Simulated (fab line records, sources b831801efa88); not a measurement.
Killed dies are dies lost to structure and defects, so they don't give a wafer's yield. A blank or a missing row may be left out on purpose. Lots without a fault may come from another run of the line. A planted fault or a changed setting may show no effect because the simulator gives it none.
Which tool did it? | flow sky130 | 24 lots, 72 wafers sampled, at 5 steps of a route of 708

WHAT THE GAUGES READ, wafer by wafer
SKY_VIA1_BOW_MEAS_03. Usual: VIA1_BOW 81 um, standard deviation 7.5.
lot  | measured     | on            | VIA1_BOW (um) | flag
L074 | day 33 08:32 | film_metro-02 | 87 85 90      |
L075 | day 33 10:05 | film_metro-01 | 87 83 85      |
L076 | day 33 23:04 | film_metro-02 | 80 78 72      |
L077 | day 34 02:43 | film_metro-03 | 74 76 79      |
L078 | day 34 09:28 | film_metro-02 | 87 80 74      |
L079 | day 34 20:24 | film_metro-03 | 81 87 70      |
L080 | day 35 12:38 | film_metro-02 | 83 78 82      |
L081 | day 35 17:08 | film_metro-02 | 78 84 72      |
L082 | day 35 19:01 | film_metro-02 | 85 62 71      |
L083 | day 36 00:35 | film_metro-03 | 87 81 68      |
L084 | day 36 13:48 | film_metro-03 | 75 66 87      |
L085 | day 36 19:11 | film_metro-03 | 67 78 75      |
L086 | day 37 00:52 | film_metro-03 | 106 85 83     |
L087 | day 37 15:13 | film_metro-03 | 93 73 84      |
L088 | day 37 15:51 | film_metro-03 | 90 77 79      |
L089 | day 38 04:01 | film_metro-03 | 89 69 78      |
L090 | day 38 09:46 | film_metro-02 | 92 84 75      |
L091 | day 38 15:10 | film_metro-03 | 75 79 70      |
L092 | day 38 23:37 | film_metro-03 | 68 81 88      |
L093 | day 39 04:32 | film_metro-02 | 83 85 90      |
L094 | day 39 12:23 | film_metro-02 | 90 88 82      |
L095 | day 39 20:08 | film_metro-03 | 84 84 79      |
L096 | day 40 04:29 | film_metro-01 | 85 84 75      |
L097 | day 40 09:24 | film_metro-01 | 77 82 76      |

SKY_VIA1_CD_MEAS_12: target cd 150 nm. Usual: cd_nm 150.5 nm, standard deviation 1.8.
lot  | measured     | on        | cd_nm (nm)        | flag
L074 | day 34 11:01 | cd_sem-01 | 148.9 148.6 149.8 |
L075 | day 34 12:50 | cd_sem-01 | 152.4 151.0 152.2 |
L076 | day 35 01:29 | cd_sem-01 | 147.3 147.2 147.4 |
L077 | day 35 04:55 | cd_sem-01 | 153.7 153.7 151.7 |
L078 | day 35 11:53 | cd_sem-02 | 151.3 150.7 150.6 |
L079 | day 35 22:34 | cd_sem-01 | 149.8 150.7 149.3 |
L080 | day 36 14:49 | cd_sem-01 | 151.6 151.6 151.6 |
L081 | day 36 19:12 | cd_sem-01 | 150.6 151.2 149.6 |
L082 | day 36 21:20 | cd_sem-01 | 148.9 149.5 147.4 |
L083 | day 37 03:07 | cd_sem-01 | 152.2 149.2 149.0 |
L084 | day 37 15:43 | cd_sem-01 | 148.5 148.9 149.8 |
L085 | day 37 21:22 | cd_sem-01 | 149.2 149.8 148.9 |
L086 | day 38 03:10 | cd_sem-01 | 151.6 151.8 152.3 |
L087 | day 38 17:13 | cd_sem-02 | 152.8 152.7 150.7 |
L088 | day 38 17:40 | cd_sem-02 | 149.3 149.4 149.8 |
L089 | day 39 05:43 | cd_sem-01 | 151.2 152.0 151.3 |
L090 | day 39 11:07 | cd_sem-01 | 151.6 151.3 150.2 |
L091 | day 39 15:50 | cd_sem-02 | 149.1 148.2 149.7 |
L092 | day 40 00:49 | cd_sem-01 | 150.4 151.5 149.7 |
L093 | day 40 05:39 | cd_sem-02 | 148.8 147.4 148.0 |
L094 | day 40 12:49 | cd_sem-01 | 152.5 153.0 152.4 |
L095 | day 40 21:29 | cd_sem-02 | 153.9 154.0 155.0 |
L096 | day 41 05:13 | cd_sem-01 | 152.0 150.2 150.6 |
L097 | day 41 09:40 | cd_sem-02 | 151.4 151.8 152.1 |

SKY_VIA1_OVL_MEAS_13. Usual: VIA1_OVL -1 nm, standard deviation 5.1.
lot  | measured     | on         | VIA1_OVL (nm) | flag
L074 | day 34 11:08 | overlay-01 | 7 4 4         |
L075 | day 34 12:56 | overlay-02 | -8 -2 -5      |
L076 | day 35 01:35 | overlay-02 | -5 -1 -2      |
L077 | day 35 05:00 | overlay-01 | -2 -6 -3      |
L078 | day 35 11:59 | overlay-02 | -5 -3 -1      |
L079 | day 35 22:41 | overlay-01 | -2 -1 -1      |
L080 | day 36 14:54 | overlay-02 | 0 2 -5        |
L081 | day 36 19:19 | overlay-01 | -4 -8 -14     |
L082 | day 36 21:26 | overlay-02 | 6 5 10        |
L083 | day 37 03:13 | overlay-02 | 4 -2 6        |
L084 | day 37 15:50 | overlay-02 | -9 -5 -14     |
L085 | day 37 21:27 | overlay-01 | 2 -4 -3       |
L086 | day 38 03:17 | overlay-02 | 1 -2 -2       |
L087 | day 38 17:20 | overlay-01 | -1 -2 1       |
L088 | day 38 17:47 | overlay-01 | 6 9 6         |
L089 | day 39 05:50 | overlay-02 | -4 -3 -3      |
L090 | day 39 11:14 | overlay-02 | 5 0 2         |
L091 | day 39 15:56 | overlay-01 | -5 -2 -4      |
L092 | day 40 00:56 | overlay-02 | -6 -1 -2      |
L093 | day 40 05:45 | overlay-01 | -4 -6 -10     |
L094 | day 40 12:56 | overlay-02 | -4 -4 -5      |
L095 | day 40 21:36 | overlay-01 | 1 3 1         |
L096 | day 41 05:20 | overlay-01 | 3 6 5         |
L097 | day 41 09:47 | overlay-02 | 8 5 7         |

WHICH TOOL RAN EACH LOT (tool, then ch and the chambers of the sampled wafers, then the start)
lot  | SKY_LDD_HVP_STRIP_09                 | SKY_LOCAL_INTERCONNECT_STRIP_15
L074 | plasma_asher-04 ch 0,1, day 21 22:33 | plasma_asher-01 ch 0, day 30 19:56
L075 | plasma_asher-04 ch 0,1, day 21 23:14 | plasma_asher-04 ch 0,1, day 30 21:57
L076 | plasma_asher-01 ch 0,1, day 22 15:30 | plasma_asher-01 ch 0,1, day 31 11:12
L077 | plasma_asher-01 ch 0,1, day 22 19:26 | plasma_asher-03 ch 0,1, day 31 15:10
L078 | plasma_asher-01 ch 0,1, day 23 01:45 | plasma_asher-03 ch 0, day 31 21:36
L079 | plasma_asher-02 ch 0,1, day 23 17:51 | plasma_asher-04 ch 0,1, day 32 09:24
L080 | plasma_asher-01 ch 0,1, day 24 04:59 | plasma_asher-04 ch 0,1, day 33 02:07
L081 | plasma_asher-01 ch 0, day 24 14:45   | plasma_asher-01 ch 0,1, day 33 07:38
L082 | plasma_asher-01 ch 0,1, day 24 18:12 | plasma_asher-03 ch 0,1, day 33 09:07
L083 | plasma_asher-02 ch 0,1, day 25 02:39 | plasma_asher-01 ch 0,1, day 33 14:44
L084 | plasma_asher-04 ch 0,1, day 25 11:09 | plasma_asher-03 ch 0,1, day 34 03:43
L085 | plasma_asher-01 ch 0,1, day 25 21:38 | plasma_asher-04 ch 0,1, day 34 10:01
L086 | plasma_asher-02 ch 0,1, day 26 05:18 | plasma_asher-03 ch 0,1, day 34 15:20
L087 | plasma_asher-04 ch 0,1, day 26 18:48 | plasma_asher-04 ch 0,1, day 35 05:29
L088 | plasma_asher-02 ch 0,1, day 26 18:50 | plasma_asher-01 ch 0,1, day 35 07:14
L089 | plasma_asher-02 ch 0,1, day 27 09:47 | plasma_asher-01 ch 0,1, day 35 18:53
L090 | plasma_asher-02 ch 0, day 27 15:47   | plasma_asher-01 ch 0, day 36 00:41
L091 | plasma_asher-04 ch 0,1, day 27 23:57 | plasma_asher-03 ch 0,1, day 36 06:19
L092 | plasma_asher-01 ch 0,1, day 28 08:59 | plasma_asher-01 ch 1, day 36 15:37
L093 | plasma_asher-04 ch 0,1, day 28 12:07 | plasma_asher-03 ch 0,1, day 36 17:02
L094 | plasma_asher-01 ch 0,1, day 28 22:58 | plasma_asher-03 ch 0,1, day 37 03:49
L095 | plasma_asher-02 ch 0,1, day 29 06:30 | plasma_asher-03 ch 0,1, day 37 13:26
L096 | plasma_asher-02 ch 0, day 29 18:20   | plasma_asher-04 ch 0,1, day 37 21:22
L097 | plasma_asher-01 ch 0,1, day 29 22:35 | plasma_asher-03 ch 0,1, day 38 02:18
- SKY_LDD_HVP_STRIP_09: strips in O2/N2.
- SKY_LOCAL_INTERCONNECT_STRIP_15: strips in O2/N2.

WHAT THE TOOLS THEMSELVES READ (means of the sampled wafers that have a number; where no wafer has one, the mark that the record gives instead)
SKY_LDD_HVP_STRIP_09. Usual: drypump_motor_current_A 5.7 A, standard deviation 0.46; oes_product_au 0.408 a.u., standard deviation 0.0045; strip_time_to_endpoint_s 4.132 s, standard deviation 0.013.
lot  | tool            | drypump_motor_current_A (A) | oes_product_au (a.u.) | strip_time_to_endpoint_s (s) | flag
L074 | plasma_asher-04 | 6.0                         | 0.402                 | 4.125                        |
L075 | plasma_asher-04 | 6.0                         | 0.406                 | 4.120                        |
L076 | plasma_asher-01 | 5.7                         | 0.409                 | 4.137                        |
L077 | plasma_asher-01 | 6.0                         | 0.411                 | 4.135                        |
L078 | plasma_asher-01 | 5.9                         | 0.408                 | 4.112                        |
L079 | plasma_asher-02 | 5.6                         | 0.409                 | 4.117                        |
L080 | plasma_asher-01 | 6.0                         | 0.409                 | 4.125                        |
L081 | plasma_asher-01 | 6.2                         | 0.408                 | 4.121                        |
L082 | plasma_asher-01 | 5.9                         | 0.406                 | 4.131                        |
L083 | plasma_asher-02 | 5.2                         | 0.409                 | 4.114                        |
L084 | plasma_asher-04 | 6.0                         | 0.409                 | 4.142                        |
L085 | plasma_asher-01 | 6.0                         | 0.407                 | 4.126                        |
L086 | plasma_asher-02 | 5.5                         | 0.411                 | 4.135                        |
L087 | plasma_asher-04 | 6.1                         | 0.409                 | 4.147                        |
L088 | plasma_asher-02 | 5.6                         | 0.408                 | 4.130                        |
L089 | plasma_asher-02 | 5.5                         | 0.407                 | 4.142                        |
L090 | plasma_asher-02 | 5.8                         | 0.412                 | 4.145                        |
L091 | plasma_asher-04 | 6.0                         | 0.403                 | 4.129                        |
L092 | plasma_asher-01 | 5.7                         | 0.410                 | 4.145                        |
L093 | plasma_asher-04 | 6.0                         | 0.403                 | 4.136                        |
L094 | plasma_asher-01 | 6.0                         | 0.408                 | 4.125                        |
L095 | plasma_asher-02 | 5.2                         | 0.408                 | 4.143                        |
L096 | plasma_asher-02 | 5.8                         | 0.411                 | 4.151                        |
L097 | plasma_asher-01 | 6.0                         | 0.407                 | 4.143                        |

SKY_LOCAL_INTERCONNECT_STRIP_15. Usual: drypump_motor_current_A 5.86 A, standard deviation 0.3; oes_product_au 0.427 a.u., standard deviation 0.0047; strip_time_to_endpoint_s 4.724 s, standard deviation 0.023.
lot  | tool            | drypump_motor_current_A (A) | oes_product_au (a.u.) | strip_time_to_endpoint_s (s) | flag
L074 | plasma_asher-01 | 6.26                        | 0.432                 | 4.737                        |
L075 | plasma_asher-04 | 6.06                        | 0.430                 | 4.753                        |
L076 | plasma_asher-01 | 5.99                        | 0.422                 | 4.709                        |
L077 | plasma_asher-03 | 5.70                        | 0.425                 | 4.748                        |
L078 | plasma_asher-03 | 5.56                        | 0.427                 | 4.715                        |
L079 | plasma_asher-04 | 6.08                        | 0.425                 | 4.695                        |
L080 | plasma_asher-04 | 6.09                        | 0.428                 | 4.719                        |
L081 | plasma_asher-01 | 5.71                        | 0.427                 | 4.734                        |
L082 | plasma_asher-03 | 5.69                        | 0.433                 | 4.739                        |
L083 | plasma_asher-01 | 5.70                        | 0.426                 | 4.723                        |
L084 | plasma_asher-03 | 5.70                        | 0.429                 | 4.735                        |
L085 | plasma_asher-04 | 6.09                        | 0.424                 | 4.727                        |
L086 | plasma_asher-03 | 5.81                        | 0.425                 | 4.731                        |
L087 | plasma_asher-04 | 6.05                        | 0.424                 | 4.735                        |
L088 | plasma_asher-01 | 5.97                        | 0.427                 | 4.728                        |
L089 | plasma_asher-01 | 5.71                        | 0.426                 | 4.714                        |
L090 | plasma_asher-01 | 6.26                        | 0.430                 | 4.698                        |
L091 | plasma_asher-03 | 5.68                        | 0.428                 | 4.691                        |
L092 | plasma_asher-01 | 5.43                        | 0.427                 | 4.727                        |
L093 | plasma_asher-03 | 5.70                        | 0.425                 | 4.741                        |
L094 | plasma_asher-03 | 5.84                        | 0.430                 | 4.729                        |
L095 | plasma_asher-03 | 5.71                        | 0.426                 | 4.699                        |
L096 | plasma_asher-04 | 6.09                        | 0.431                 | 4.735                        |
L097 | plasma_asher-03 | 5.69                        | 0.428                 | 4.726                        |

THE ANSWER, worked out from the rows above alone
Rule: a lot is off if the mean of its wafers that have a number lies more than 3 standard deviations from the usual mean. A lot without any number at a reading at which 4 lots or more have one is off too. The other lots that the step has rows for count as sound. The gauges are gone through in route order, then the tools' own readings, and for those a lot's mean is taken as printed above. The first step at which some lot is off is used, and at that step the reading that is off furthest; a lot without a number counts as furthest.
No lot is off at any reading shown: from this, nothing can be told.

WHAT THE SIMULATOR HAD PUT IN
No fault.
